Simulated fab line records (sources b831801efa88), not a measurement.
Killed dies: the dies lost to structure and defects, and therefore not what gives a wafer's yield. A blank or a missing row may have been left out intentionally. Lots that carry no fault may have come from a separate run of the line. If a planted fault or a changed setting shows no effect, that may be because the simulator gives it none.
fab line records    flow gf180mcu    part 2 of 2: steps 26 to 35 of 35
[record] lots = 5  wafers = 15  lastDay = 34
route steps=602 shown V5@548 TOP_METAL@567
lots that met no fault: taken from a fault-free run of the same line
startH: hours from the record's first day to the start of the lot's first wafer shown    waitH: hours elapsed since this lot's preceding step    " same as the row above    L1.1+2: one row covering several wafers at once    - no value present, or no start provided    * or withheld: withheld    < > ~ a bound
route shown NAME@n: names a module that has steps shown in the file, with the first one's number in the route    usual: average and standard deviation across the fault-free wafers    same: alike in all rows    chamber/n: place in a boat    sites: each site's reading    _std_site: how widely they spread, as a standard deviation    _edge_site: the outer-site mean with the inner-site mean subtracted    radiusMm: for every site, how far away it sits from the centre of the wafer    mask NAME#n: copy n    behind: tool/chamber where the wafer was last shaped    hold: cause of the lot's hold/its duration in hours/its outcome    device: names the non-switching transistor (n, p or np)    end of line: tests run on the same wafers once the route is complete    step lacking rows: just its recipe    killed: dies that structure and defects cost at the first sort, which is not the same as the wafer's yield    map: a wafer's dies, x killed, . not, _ none there
set.NAME: the setting the step ran with; set.NAME@STEP: the setting that earlier step ran with    model.NAME: the simulator's own value behind a step, which no gauge read
certain route steps with their lots: each step a table, each wafer a row
services: the hour from which a tool's chamber was out of use, counted from the record's first day as startH (under 0 if before that day), plus the number of hours and why
[[steps]]
[step GF_TOP_METAL_THK_MEAS_06]
[recipe] thkMeasGauge = xrf  reads = AlCu_of_TOP_METAL_SPUTTER_02
[usual] TOP_METAL_ALCU_THK = 893/9.7
lot.wafer  tool          chamber  startH  waitH  TOP_METAL_ALCU_THK[nm]
L074.1     filmMetro-03  -        636.09  0.1    892
L074.3     "             -        "       "      897
L074.6     "             -        "       "      891
L076.1     filmMetro-02  -        655.96  0.1    897
L076.3     "             -        "       "      875
L076.4     "             -        "       "      888
L083.1     filmMetro-02  -        708.87  0.1    874
L083.2     "             -        "       "      881
L083.3     "             -        "       "      878
L085.1     filmMetro-03  -        719.05  0.1    885
L085.2     "             -        "       "      901
L085.6     "             -        "       "      903
L096.1     filmMetro-02  -        786.90  0.1    890
L096.4     "             -        "       "      879
L096.5     "             -        "       "      892
[step GF_TOP_METAL_DEHYDRATE_07]
[recipe] tempC = 200  timeS = 60
[usual] resistLineTempC = 23.00/0.12
lot.wafer  tool           chamber  startH  waitH  resistLineTempC
L074.1     lithoTrack-01  0        645.78  9.7    22.86
L074.3     "              0        "       "      23.07
L074.6     "              0        "       "      22.86
L076.1     lithoTrack-02  0        665.47  9.5    22.97
L076.3     "              0        "       "      23.12
L076.4     "              0        "       "      23.15
L083.1     lithoTrack-03  0        717.46  8.6    22.96
L083.2     "              0        "       "      22.91
L083.3     "              0        "       "      22.92
L085.1     lithoTrack-03  0        727.41  8.4    23.02
L085.2     "              0        "       "      23.16
L085.6     "              0        "       "      23.21
L096.1     lithoTrack-02  0        793.37  6.5    22.94
L096.4     "              0        "       "      22.80
L096.5     "              0        "       "      22.89
[step GF_TOP_METAL_HMDS_08]
[recipe] primeTimeS = 60  primeTempC = 120
[usual] resistLineTempC = 23.02/0.089
lot.wafer  tool           chamber  startH  waitH  resistLineTempC
L074.1     lithoTrack-01  0        645.93  0.1    22.91
L074.3     "              0        "       "      23.08
L074.6     "              0        "       "      22.95
L076.1     lithoTrack-02  0        665.62  0.1    23.20
L076.3     "              0        "       "      23.06
L076.4     "              0        "       "      22.95
L083.1     lithoTrack-03  0        717.61  0.1    22.95
L083.2     "              0        "       "      23.00
L083.3     "              0        "       "      23.02
L085.1     lithoTrack-03  0        727.56  0.1    22.94
L085.2     "              0        "       "      22.94
L085.6     "              0        "       "      23.01
L096.1     lithoTrack-02  0        793.52  0.1    22.91
L096.4     "              0        "       "      23.02
L096.5     "              0        "       "      23.03
[step GF_TOP_METAL_COAT_09]
[recipe] resist = NOVOLAK  spinRpm = 3000  resistThkNm = 1500
[usual] resistLineTempC = 22.99/0.099  spinSpeedRpm = 2999.7/2.5
lot.wafer  tool           chamber  startH  waitH  resistLineTempC  spinSpeedRpm
L074.1     lithoTrack-01  0        646.08  0.1    22.97            2994.3
L074.3     "              0        "       "      23.08            2998.2
L074.6     "              0        "       "      22.86            2998.7
L076.1     lithoTrack-02  0        665.77  0.1    22.92            3004.2
L076.3     "              0        "       "      23.21            3002.7
L076.4     "              0        "       "      23.24            2997.8
L083.1     lithoTrack-03  0        717.76  0.1    23.02            3002.5
L083.2     "              0        "       "      23.09            2998.7
L083.3     "              0        "       "      22.97            3000.9
L085.1     lithoTrack-03  0        727.71  0.1    22.97            3000.0
L085.2     "              0        "       "      22.78            2997.2
L085.6     "              0        "       "      22.90            3002.6
L096.1     lithoTrack-02  0        793.67  0.1    22.98            2997.3
L096.4     "              0        "       "      23.03            3002.9
L096.5     "              0        "       "      22.95            2993.4
[step GF_TOP_METAL_SOFTBAKE_10]
[recipe] tempC = 90  timeS = 60  resist = NOVOLAK
[usual] resistLineTempC = 22.99/0.11
lot.wafer  tool           chamber  startH  waitH  resistLineTempC
L074.1     lithoTrack-01  0        646.23  0.1    23.00
L074.3     "              0        "       "      22.92
L074.6     "              0        "       "      23.02
L076.1     lithoTrack-02  0        665.92  0.1    22.87
L076.3     "              0        "       "      22.93
L076.4     "              0        "       "      23.00
L083.1     lithoTrack-03  0        717.91  0.1    23.00
L083.2     "              0        "       "      22.97
L083.3     "              0        "       "      23.07
L085.1     lithoTrack-03  0        727.86  0.1    22.93
L085.2     "              0        "       "      23.04
L085.6     "              0        "       "      22.90
L096.1     lithoTrack-02  0        793.82  0.1    22.98
L096.4     "              0        "       "      22.97
L096.5     "              0        "       "      23.08
[step GF_TOP_METAL_EXPOSE_11]
[recipe] maskId = MetalTop  targetCdNm = 440  na = 0.6  sourceShape = conventional  sigmaOuter = 0.6  doseMj = 170
lot.wafer   tool             chamber  startH  waitH  mask
L074.1+3+6  ilineStepper-02  0        -       -      MetalTop#0
L076.1+3+4  ilineStepper-01  0        -       -      MetalTop#0
L083.1+2+3  ilineStepper-01  0        -       -      MetalTop#0
L085.1+2+6  ilineStepper-02  0        -       -      MetalTop#0
L096.1+4+5  ilineStepper-02  0        -       -      MetalTop#0
[step GF_TOP_METAL_PEB_12]
[recipe] tempC = withheld  timeS = *  resist = NOVOLAK
[usual] resistLineTempC = *
lot.wafer  tool           chamber  startH  waitH  resistLineTempC
L074.1     lithoTrack-01  0        -       -      *
L074.3     "              0        "       "      *
L074.6     "              0        "       "      *
L076.1     lithoTrack-02  0        -       -      *
L076.3     "              0        "       "      *
L076.4     "              0        "       "      *
L083.1     lithoTrack-03  0        -       -      *
L083.2     "              0        "       "      *
L083.3     "              0        "       "      *
L085.1     lithoTrack-02  0        -       -      *
L085.2     "              0        "       "      *
L085.6     "              0        "       "      *
L096.1     lithoTrack-02  0        -       -      *
L096.4     "              0        "       "      *
L096.5     "              0        "       "      *
[step GF_TOP_METAL_DEVELOP_13]
[recipe] developTimeS = 60  devTempC = 23
[usual] resistLineTempC = 22.99/0.11
lot.wafer  tool           chamber  startH  waitH  resistLineTempC
L074.1     lithoTrack-01  0        655.83  0.1    23.11
L074.3     "              0        "       "      23.00
L074.6     "              0        "       "      22.94
L076.1     lithoTrack-02  0        675.52  0.1    22.93
L076.3     "              0        "       "      22.91
L076.4     "              0        "       "      22.96
L083.1     lithoTrack-03  0        727.26  0.1    23.13
L083.2     "              0        "       "      23.12
L083.3     "              0        "       "      23.22
L085.1     lithoTrack-02  0        736.52  0.1    23.02
L085.2     "              0        "       "      23.06
L085.6     "              0        "       "      23.09
L096.1     lithoTrack-02  0        801.37  0.1    22.93
L096.4     "              0        "       "      23.04
L096.5     "              0        "       "      22.96
[step GF_TOP_METAL_CD_MEAS_14]
[recipe] targetCdNm = 440
[usual] cdNm = 440.4/2.2
lot.wafer  tool      chamber  startH  waitH  cdNm
L074.1     cdSem-02  -        656.46  0.6    440.5
L074.3     "         -        "       "      442.1
L074.6     "         -        "       "      441.9
L076.1     cdSem-02  -        675.67  0.1    440.1
L076.3     "         -        "       "      438.8
L076.4     "         -        "       "      440.0
L083.1     cdSem-01  -        727.41  0.1    440.3
L083.2     "         -        "       "      440.7
L083.3     "         -        "       "      441.8
L085.1     cdSem-02  -        736.67  0.1    441.4
L085.2     "         -        "       "      440.5
L085.6     "         -        "       "      441.4
L096.1     cdSem-01  -        801.52  0.1    438.6
L096.4     "         -        "       "      436.7
L096.5     "         -        "       "      436.9
[step GF_TOP_METAL_OVL_MEAS_15]
[usual] TOP_METAL_OVL = -1.1/1.2
lot.wafer  tool        chamber  startH  waitH  TOP_METAL_OVL[nm]
L074.1     overlay-02  -        656.58  0.1    -0.1
L074.3     "           -        "       "      -1.5
L074.6     "           -        "       "      -0.9
L076.1     overlay-01  -        675.79  0.1    -1.9
L076.3     "           -        "       "      -0.5
L076.4     "           -        "       "      -0.5
L083.1     overlay-01  -        727.53  0.1    -0.1
L083.2     "           -        "       "      1.1
L083.3     "           -        "       "      -1.1
L085.1     overlay-02  -        736.79  0.1    -0.9
L085.2     "           -        "       "      -0.7
L085.6     "           -        "       "      -1.4
L096.1     overlay-01  -        801.64  0.1    1.1
L096.4     "           -        "       "      0.7
L096.5     "           -        "       "      -0.1
[[services]]
tool             chamber  startH  hours  kind
cmp-01           -        600.54  3.5    repair
cvdW-01          -        618.64  2.8    pm
cmp-02           -        620.41  1.0    repair
cvdW-01          -        625.30  0.6    repair
ilineStepper-02  -        634.24  1.7    pm
ilineStepper-02  -        647.32  4.4    pm
pvdSputter-01    -        651.47  0.9    repair
krfScanner-01    -        654.69  1.0    repair
plasmaAsher-03   -        667.43  0.8    repair
plasmaAsher-03   -        670.48  2.3    repair
pvdSputter-04    -        672.94  2.2    repair
wetBench-01      -        673.11  1.5    repair
rieDiel-03       -        678.71  2.8    pm
pvdSputter-01    -        679.36  6.0    repair
cmp-02           -        708.83  6.0    pm
krfScanner-01    -        717.86  1.3    pm
cmp-02           -        719.36  2.4    repair
rieDiel-03       1        723.60  1.4    repair
krfScanner-01    -        738.35  1.0    pm
cvdW-02          -        749.43  6.9    pm
cvdW-02          -        756.33  2.8    pm
krfScanner-01    -        758.92  0.8    pm
pvdSputter-01    -        764.13  4.0    repair
rieDiel-03       2        779.70  2.3    repair
